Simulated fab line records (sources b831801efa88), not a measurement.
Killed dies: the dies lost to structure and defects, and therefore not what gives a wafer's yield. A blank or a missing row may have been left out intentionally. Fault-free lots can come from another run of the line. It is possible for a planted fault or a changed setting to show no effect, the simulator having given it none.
A struck lot beside a sound one    flow sfq line    26 out of 325 route steps
Sound: the wafers L309.1, L309.2, L309.4. Struck: wafers L327.2, L327.5. (L327.6 of the same lot was not struck and is left out.) The cause comes at the end.
Order at every step that has rows: each side's tool, ch and its chambers, its first start. Under that, the readings that differ: sound wafers    struck wafers    difference of the means    sigmas: that difference in standard deviations of wafers without a fault.
alike: readings with means less than 2 such deviations apart, plus words and numbers identical on both sides. not compared: withheld readings, readings lacking a value on some wafer, bounds such as >300 that could conceal the same value, and numbers that have no deviation in the record and whose values overlap.
A row with sigmas, a row that says differs or no value, or rows on one side alone: a step with any of these is where the two part. When numbers do not overlap yet have no deviation, they are printed without sigmas and do not part them. A reading that every wafer of one side lacks parts them only if that side has two wafers or more.

SFQ_L0_RS_MEAS_901: a four-point-probe measurement.
  sound on film metro-03 at day 1 22:34; struck on film metro-04 at day 5 16:35
  alike: L0_MONX_KI_RS
SFQ_L0_THK_MEAS_902: measures by xrf.
  sound on film metro-03 at day 1 22:41; struck on film metro-04 at day 5 16:41
reading              sound           struck     difference  sigmas
L0_MONX_KI_THK (nm)  39.3 38.9 39.1  40.4 40.2  +1.2        +2
then, 7 steps without rows for these wafers: SFQ_TRILAYER_L0_LITHO_COAT_010 (resist thk 62 nm); SFQ_TRILAYER_L0_LITHO_COAT_005 (resist thk 594.7 nm); SFQ_TRILAYER_L0_LITHO_SOFTBAKE_009; SFQ_TRILAYER_L0_LITHO_EXPOSE_006 (exposes mask L0, target cd 2000 nm); SFQ_TRILAYER_L0_LITHO_PEB_008 (peb time 60 s); SFQ_TRILAYER_L0_LITHO_DEVELOP_007 (time 60 s); SFQ_TRILAYER_L0_BARC_OPEN_METAL_ETCH_010 (etches BARC in O2, target depth 125 nm, time 41.7 s).
-- the record jumps here: 4 days lie between the struck wafers' starts before and after --
SFQ_TRILAYER_L0_ETCH_METAL_ETCH_008: etches MoNx KI in SF6/O2, stops on SiO2, target depth 50 nm, time 25 s.
  sound on rie metal-02 ch 0, day 3 21:20; struck on rie metal-02 ch 1, day 9 08:23
  alike: drypump motor current A, oes product au
  not compared: rf hours counter h
SFQ_TRILAYER_L0_STRIP_STRIP_009: strips in O2.
  sound on rie metal-02 ch 0, day 3 21:26; struck on rie metal-02 ch 1, day 9 08:25
  alike: drypump motor current A, oes product au
  not compared: rf hours counter h
then, 1 step without rows for these wafers: SFQ_TRILAYER_L0_STRIP_SOLV_CLEAN_010 (cleans in NMP, time 600 s).
SFQ_TRILAYER_L0_CAP_PECVD_011: deposits SiO2 from SiH4/N2O, time 13.333 s, target thk 60 nm.
  sound on pecvd-04 ch 1,2, day 3 22:48; struck on pecvd-04 ch 0, day 9 09:12
reading                                              sound             struck       difference  sigmas
heater power w (W)                                   78 87 88          52 53        -32         -3
model.SiO2_of_TRILAYER_L0_CAP_PECVD_011.thk nm (nm)  60.01 59.8 60.95  57.06 57.57  -2.94       
  alike: throttle valve pct
  not compared: since wet clean h
then, 6 steps without rows for these wafers: SFQ_TRILAYER_L0_VIA_LITHO_COAT_018 (resist thk 62.55 nm); SFQ_TRILAYER_L0_VIA_LITHO_COAT_013 (resist thk 650 nm); SFQ_TRILAYER_L0_VIA_LITHO_SOFTBAKE_017; SFQ_TRILAYER_L0_VIA_LITHO_EXPOSE_014 (exposes mask L0V, target cd 700 nm); SFQ_TRILAYER_L0_VIA_LITHO_PEB_016 (peb time 60 s); SFQ_TRILAYER_L0_VIA_LITHO_DEVELOP_015 (time 60 s).
-- the record jumps here: 3 days lie between the struck wafers' starts before and after --
SFQ_L0V_OVL_MEAS_903:
  sound on overlay-02 at day 6 22:45; struck on overlay-01 at day 11 21:53
  alike: L0V_OVL
SFQ_TRILAYER_L0_VIA_BARC_OPEN_VIA_ETCH_021: etches BARC in O2, target depth 125 nm, time 41.7 s.
  sound on rie diel-01 ch 0,1,3, day 6 22:47; struck on rie diel-01 ch 0,2, day 11 21:55
  alike: drypump motor current A, oes product au
  not compared: rf hours counter h
SFQ_TRILAYER_L0_VIA_ETCH_VIA_ETCH_016: etches SiO2 in CHF3, stops on MoNx KI, target depth 80 nm.
  sound on rie diel-01 ch 0,1,3, day 6 22:49; struck on rie diel-01 ch 0,2, day 11 21:57
reading                          sound              struck       difference  sigmas
oes product au (a.u.)            0.836 0.834 0.845  0.821 0.815  -0.020      -3
model.L0V.feature depth nm (nm)  60.01 59.8 60.95   57.06 57.57  -2.94       
model.etch.depth nm (nm)         60.01 59.8 60.95   57.06 57.57  -2.94       
  alike: drypump motor current A
SFQ_TRILAYER_L0_VIA_STRIP_STRIP_017: strips in O2.
  sound on rie metal-03 ch 0,1, day 6 22:52; struck on rie metal-02 ch 1, day 11 22:00
  alike: drypump motor current A, oes product au
  not compared: rf hours counter h
then, 1 step without rows for these wafers: SFQ_TRILAYER_L0_VIA_STRIP_SOLV_CLEAN_018 (cleans in NMP, time 600 s).
SFQ_TRILAYER_M0_DEP_PRE_CLEAN_020: time 15 s.
  sound on pvd sputter-03 at day 6 23:39; struck on pvd sputter-03 at day 11 22:47
reading                                              sound             struck       difference  sigmas
model.SiO2_of_TRILAYER_L0_CAP_PECVD_011.thk nm (nm)  55.01 54.8 55.95  52.06 52.57  -2.94       
SFQ_TRILAYER_M0_DEP_SPUTTER_019: material Nb, target thk 200 nm, time 133.3 s.
  sound on pvd sputter-03 at day 6 23:40; struck on pvd sputter-03 at day 11 22:49
  alike: throttle valve pct

## WHERE THEY PART
At SFQ_L0_THK_MEAS_902 first; at SFQ_TRILAYER_L0_VIA_ETCH_VIA_ETCH_016 last (within this record only). Later steps at which nothing parts them and some readings are alike: SFQ_TRILAYER_L0_VIA_STRIP_STRIP_017, SFQ_TRILAYER_M0_DEP_SPUTTER_019.

WHY: the cause the simulator had injected
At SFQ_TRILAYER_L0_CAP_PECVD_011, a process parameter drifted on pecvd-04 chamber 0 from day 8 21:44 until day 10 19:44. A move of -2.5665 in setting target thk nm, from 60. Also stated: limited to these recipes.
